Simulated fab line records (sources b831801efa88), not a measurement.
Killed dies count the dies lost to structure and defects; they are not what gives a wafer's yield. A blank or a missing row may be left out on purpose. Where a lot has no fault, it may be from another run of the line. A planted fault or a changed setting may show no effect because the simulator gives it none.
Matching of chambers    flow gf180mcu    wetBench-03 running GF_STI_WET_ETCH_20: 4 sister chambers
The step etches SiO2 in dHF, target depth 20 nm, time 400 s. 8 wafers are shown with their chamber, then 8 later ones without.

== WAFERS, EACH WITH ITS CHAMBER ==
wafer   chamber  bathHeatDutyPct (%)
L421.3  0        6.0
L421.6  0        5.3
L422.3  2        6.5
L422.5  2        6.5
L427.5  1        5.4
L434.3  3        5.6
L434.4  3        5.5
L435.2  1        6.6

== WAFERS WHOSE CHAMBER IS MISSING ==
wafer   bathHeatDutyPct (%)
L435.5  6.6
L435.6  5.4
L436.2  5.2
L436.4  5.4
L436.5  5.1
L438.2  6.3
L438.3  6.5
L438.5  5.5

== WHICH CHAMBER EACH ONE RAN IN ==
wafer   from the rows above                in truth
L435.5  can't be placed: 2 or 1 or 0 or 3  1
L435.6  can't be placed: 3 or 0 or 1 or 2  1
L436.2  can't be placed: 3 or 0 or 1 or 2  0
L436.4  can't be placed: 3 or 0 or 1 or 2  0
L436.5  can't be placed: 3 or 0 or 1 or 2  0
L438.2  can't be placed: 2 or 1 or 0 or 3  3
L438.3  can't be placed: 2 or 1 or 0 or 3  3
L438.5  can't be placed: 3 or 0 or 1 or 2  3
Correct placement for 0 of the 8. These rows do not allow placing 8 (true chamber among the candidates in 8). 0 placed wrongly.
How it was worked out, from the rows above alone: a wafer's distance from a chamber is the root of the sum, over the readings, of the square of ((its reading less the chamber's mean) divided by the reading's scatter). If the next closest chamber is less than 2 further off than the closest, the wafer can't be placed; otherwise it belongs to the closest. Each chamber's mean is taken over the wafers shown for it. The scatter: the root of (the sum of the squares of (reading less its chamber's mean) over the shown wafers, divided by (wafers less chambers)).
